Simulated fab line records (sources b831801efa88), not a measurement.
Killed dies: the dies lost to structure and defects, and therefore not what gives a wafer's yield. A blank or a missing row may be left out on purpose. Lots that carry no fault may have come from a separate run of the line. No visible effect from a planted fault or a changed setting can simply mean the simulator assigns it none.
Which tool was responsible? ; flow sky130 ; 12 lots with 36 wafers sampled at 3 steps, on a route of 708 steps

WHAT THE GAUGES SHOWED, per wafer
SKY_VIA2_CD_MEAS_12: target cd 200 nm.
lot;measured;on;cd-nm (nm)
L712;day 35 23:28;cd-sem-01;199.7 198.9 201.3
L713;day 36 01:23;cd-sem-01;200.7 200.6 201.6
L714;day 36 16:04;cd-sem-01;199.4 198.1 200.2
L715;day 38 08:16;cd-sem-01;201.6 202.2 201.3
L717;day 38 17:13;cd-sem-02;199.3 196.9 197.8
L720;day 39 10:42;cd-sem-02;200.1 199.0 198.7
L722;day 39 15:33;cd-sem-01;202.0 202.0 202.9
L729;day 41 07:04;cd-sem-02;203.2 202.5 201.2
L730;day 41 15:01;cd-sem-02;199.8 199.7 199.1
L731;day 41 21:16;cd-sem-02;200.0 199.6 200.0
L733;day 42 15:16;cd-sem-02;200.3 200.5 200.5
L735;day 43 01:01;cd-sem-02;199.6 200.7 199.7

SKY_VIA2_THK_MEAS_23: measures by xrf.
lot;measured;on;VIA2_W_THK (nm)
L712;day 36 00:40;film-metro-01;424 424 430
L713;day 36 02:35;film-metro-04;415 420 417
L714;day 36 17:16;film-metro-03;419 417 411
L715;day 38 09:24;film-metro-03;428 419 418
L717;day 38 18:22;film-metro-03;419 418 420
L720;day 39 12:15;film-metro-01;427 433 431
L722;day 39 16:44;film-metro-03;412 416 420
L729;day 41 08:14;film-metro-03;422 423 424
L730;day 41 16:13;film-metro-03;421 420 418
L731;day 41 22:26;film-metro-01;422 419 423
L733;day 42 16:29;film-metro-03;423 423 424
L735;day 43 02:11;film-metro-03;418 417 424

SKY_CAPM_OVL_MEAS_12.
lot;measured;on;CAPM_OVL (nm)
L712;day 37 03:13;overlay-02;0.3 -1.7 0.2
L713;day 37 05:19;overlay-01;0.9 2.2 0.1
L714;day 37 19:40;overlay-01;-0.8 0.8 -0.3
L715;day 39 10:38;overlay-02;0.2 -0.8 1.2
L717;day 39 19:15;overlay-02;1.7 -1.2 -0.1
L720;day 40 12:37;overlay-02;-2.7 -0.7 0.2
L722;day 40 17:47;overlay-02;-0.6 1.1 -0.5
L729;day 42 09:18;overlay-01;0.5 0.5 -0.2
L730;day 42 16:36;overlay-02;0.1 0.2 1.8
L731;day 42 22:28;overlay-02;1.2 0.7 -0.9
L733;day 43 15:55;overlay-02;2.3 -0.1 -0.3
L735;day 44 00:12;overlay-01;-0.4 -2.6 -0.7

EACH LOT AND THE TOOL THAT RAN IT (in order: tool; ch and the chambers of the sampled wafers; start)
Record: no process step prior to these readings.

WHAT THE TOOLS THEMSELVES READ (means of the sampled wafers that have a number; where no wafer has one, the mark that the record gives instead)
The record holds no such reading with a usual standard deviation.

THE ANSWER, worked out from the rows above alone
Rule: usual is defined by the lots themselves. The widest of any qualifying gaps counts: lots, ordered by their means at a reading, are off when they make up no more than a third of the lots, leave a main group of 4 or more, and stand apart from it by 3 or more times the standard deviation of that group's means. Not used: any main group whose means are identical at the precision the tables above print for the reading. Also off: a lot with no number at a reading for which 4 or more lots have one. All remaining lots with rows at the step are treated as sound. After the gauges, taken in route order, come the tools' own readings; for these a lot's mean is taken, as printed above. The first step at which some lot is off is used, and at that step the reading that is off furthest; a lot without a number counts as furthest.
Across all readings shown, no lot is off: no conclusion can be drawn from this.

WHAT HAD BEEN PUT IN BY THE SIMULATOR
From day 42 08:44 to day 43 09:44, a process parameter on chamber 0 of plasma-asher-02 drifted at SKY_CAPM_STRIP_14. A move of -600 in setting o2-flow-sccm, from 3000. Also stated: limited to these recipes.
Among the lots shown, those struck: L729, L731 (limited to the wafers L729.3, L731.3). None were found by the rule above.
